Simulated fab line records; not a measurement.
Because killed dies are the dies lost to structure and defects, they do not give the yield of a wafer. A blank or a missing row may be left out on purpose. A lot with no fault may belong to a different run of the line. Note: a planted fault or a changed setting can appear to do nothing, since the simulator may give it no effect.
What tool caused it? | flow gf180mcu | 14 lots with 42 wafers sampled at 4 steps, on a route of 602 steps

## WHAT THE GAUGES READ, wafer by wafer
GF_V5_BOW_MEAS_05. Usual: V5_BOW gives 136 um (standard deviation 9.9).
lot  | measured     | on            | V5_BOW (um) | flag
L915 | day 26 05:13 | film-metro-03 | 135 133 137 |
L916 | day 26 20:53 | film-metro-02 | 151 140 132 |
L924 | day 29 08:18 | film-metro-02 | 119 141 121 |
L926 | day 29 22:24 | film-metro-03 | 159 130 136 |
L927 | day 30 06:03 | film-metro-03 | 139 139 140 |
L929 | day 30 18:59 | film-metro-03 | 140 138 125 |
L930 | day 30 21:10 | film-metro-03 | 138 148 146 |
L931 | day 31 05:35 | film-metro-02 | 119 131 137 |
L932 | day 31 13:20 | film-metro-02 | 127 136 136 |
L933 | day 31 19:49 | film-metro-01 | 125 152 148 |
L934 | day 32 06:35 | film-metro-02 | 139 138 129 |
L935 | day 32 08:34 | film-metro-03 | 148 158 143 |
L936 | day 32 11:02 | film-metro-03 | 114 133 124 |
L937 | day 32 21:02 | film-metro-03 | 147 134 136 |

GF_PASSIVATION_THK_MEAS_03. Usual: PASSIVATION_CVD_02_THK gives 698 nm (standard deviation 8).
lot  | measured     | on            | PASSIVATION_CVD_02_THK (nm) | flag
L915 | day 28 00:50 | film-metro-04 | 691 705 703                 |
L916 | day 28 15:10 | film-metro-04 | 703 699 704                 |
L924 | day 31 00:28 | film-metro-02 | 709 703 701                 |
L926 | day 31 13:32 | film-metro-02 | 693 703 697                 |
L927 | day 31 20:00 | film-metro-04 | 687 686 694                 |
L929 | day 32 08:58 | film-metro-02 | 694 691 713                 |
L930 | day 32 10:14 | film-metro-01 | 695 690 701                 |
L931 | day 32 17:25 | film-metro-01 | 697 692 704                 |
L932 | day 33 02:10 | film-metro-04 | 693 702 702                 |
L933 | day 33 07:47 | film-metro-02 | 696 702 702                 |
L934 | day 33 17:04 | film-metro-01 | 693 693 697                 |
L935 | day 33 19:04 | film-metro-01 | 689 681 699                 |
L936 | day 33 22:44 | film-metro-02 | 690 714 705                 |
L937 | day 34 06:47 | film-metro-04 | 696 685 711                 |

## WHAT TOOL EACH LOT RAN ON (gives the tool, then ch and the chambers of the sampled wafers, and finally the start)
lot  | GF_HV_LDD_STRIP_22                   | GF_TOP_METAL_SPUTTER_01
L915 | plasma-asher-01 ch 0,1, day 10 16:17 | pvd-sputter-02, day 27 03:08
L916 | plasma-asher-01 ch 0,1, day 11 03:23 | pvd-sputter-04, day 27 18:19
L924 | plasma-asher-01 ch 0,1, day 13 16:36 | pvd-sputter-04, day 30 05:13
L926 | plasma-asher-01 ch 0,1, day 14 10:14 | pvd-sputter-02, day 30 18:12
L927 | plasma-asher-04 ch 0,1, day 14 16:56 | pvd-sputter-02, day 31 01:10
L929 | plasma-asher-04 ch 0,1, day 15 06:51 | pvd-sputter-03, day 31 14:31
L930 | plasma-asher-02 ch 0,1, day 15 12:30 | pvd-sputter-02, day 31 16:11
L931 | plasma-asher-02 ch 0,1, day 15 19:32 | pvd-sputter-02, day 32 00:11
L932 | plasma-asher-02 ch 0,1, day 16 05:53 | pvd-sputter-02, day 32 08:22
L933 | plasma-asher-02 ch 0,1, day 16 16:11 | pvd-sputter-02, day 32 14:13
L934 | plasma-asher-04 ch 0,1, day 17 03:38 | pvd-sputter-04, day 33 00:10
L935 | plasma-asher-01 ch 0,1, day 17 03:56 | pvd-sputter-02, day 33 02:29
L936 | plasma-asher-04 ch 0,1, day 17 12:18 | pvd-sputter-03, day 33 05:28
L937 | plasma-asher-01 ch 0,1, day 17 22:30 | pvd-sputter-02, day 33 14:35
- GF_HV_LDD_STRIP_22: strips in O2/N2.
- GF_TOP_METAL_SPUTTER_01: material TiN, target thk 30 nm, time 25 s.

## AS READ BY THE TOOLS THEMSELVES (means over the sampled wafers that have a number; for cases with no such wafer, the mark the record gives instead)
GF_HV_LDD_STRIP_22. Usual: drypump-motor-current-A 6.1 A, standard deviation 0.34; heater-power-w 339 W, standard deviation 30; oes-product-au 0.715 a.u., standard deviation 0.0046; platen-temp-c 250.00 C, standard deviation 0.16; strip-time-to-endpoint-s 12.61 s, standard deviation 0.044.
lot  | tool            | drypump-motor-current-A (A) | heater-power-w (W) | oes-product-au (a.u.) | platen-temp-c (C) | strip-time-to-endpoint-s (s) | flag
L915 | plasma-asher-01 | 6.0                         | 380                | 0.714                 | 249.90            | 12.54                        |
L916 | plasma-asher-01 | 6.0                         | 378                | 0.714                 | 250.01            | 12.69                        |
L924 | plasma-asher-01 | 5.7                         | 364                | 0.720                 | 250.05            | 12.60                        |
L926 | plasma-asher-01 | 6.0                         | 377                | 0.714                 | 250.11            | 12.62                        |
L927 | plasma-asher-04 | 6.3                         | 330                | 0.714                 | 249.82            | 12.65                        |
L929 | plasma-asher-04 | 6.3                         | 321                | 0.715                 | 250.04            | 12.61                        |
L930 | plasma-asher-02 | 6.2                         | 332                | 0.716                 | 250.01            | 12.61                        |
L931 | plasma-asher-02 | 6.3                         | 332                | 0.716                 | 250.16            | 12.56                        |
L932 | plasma-asher-02 | 6.2                         | 337                | 0.715                 | 250.00            | 12.60                        |
L933 | plasma-asher-02 | 6.3                         | 334                | 0.712                 | 249.99            | 12.61                        |
L934 | plasma-asher-04 | 6.2                         | 309                | 0.718                 | 250.05            | 12.65                        |
L935 | plasma-asher-01 | 5.7                         | 363                | 0.716                 | 250.03            | 12.59                        |
L936 | plasma-asher-04 | 6.3                         | 325                | 0.720                 | 250.19            | 12.63                        |
L937 | plasma-asher-01 | 6.0                         | 376                | 0.718                 | 249.96            | 12.64                        |

GF_TOP_METAL_SPUTTER_01. Usual: throttle-valve-pct at 30.2 %, with a standard deviation of 0.96.
lot  | tool           | throttle-valve-pct (%) | flag
L915 | pvd-sputter-02 | 29.5                   |
L916 | pvd-sputter-04 | 30.6                   |
L924 | pvd-sputter-04 | 31.1                   |
L926 | pvd-sputter-02 | 30.2                   |
L927 | pvd-sputter-02 | 30.3                   |
L929 | pvd-sputter-03 | 30.2                   |
L930 | pvd-sputter-02 | 30.7                   |
L931 | pvd-sputter-02 | 29.5                   |
L932 | pvd-sputter-02 | 30.1                   |
L933 | pvd-sputter-02 | 29.9                   |
L934 | pvd-sputter-04 | 30.5                   |
L935 | pvd-sputter-02 | 29.8                   |
L936 | pvd-sputter-03 | 29.5                   |
L937 | pvd-sputter-02 | 30.6                   |

## THE ANSWER, worked out from the rows above alone
Rule: a lot counts as off when the mean over its wafers that have a number is more than 3 standard deviations away from the usual mean. Also off: a lot with no number at a reading for which 4 or more lots have one. Any other lot the step has rows for is counted as sound. After the gauges, taken in route order, come the tools' own readings; for these a lot's mean is taken, as printed above. At the first step where some lot is off, the reading lying furthest off is the one used; lots without a number count as furthest.
No lot is off at any reading shown: from this, nothing can be told.

## WHAT HAD BEEN PUT IN BY THE SIMULATOR
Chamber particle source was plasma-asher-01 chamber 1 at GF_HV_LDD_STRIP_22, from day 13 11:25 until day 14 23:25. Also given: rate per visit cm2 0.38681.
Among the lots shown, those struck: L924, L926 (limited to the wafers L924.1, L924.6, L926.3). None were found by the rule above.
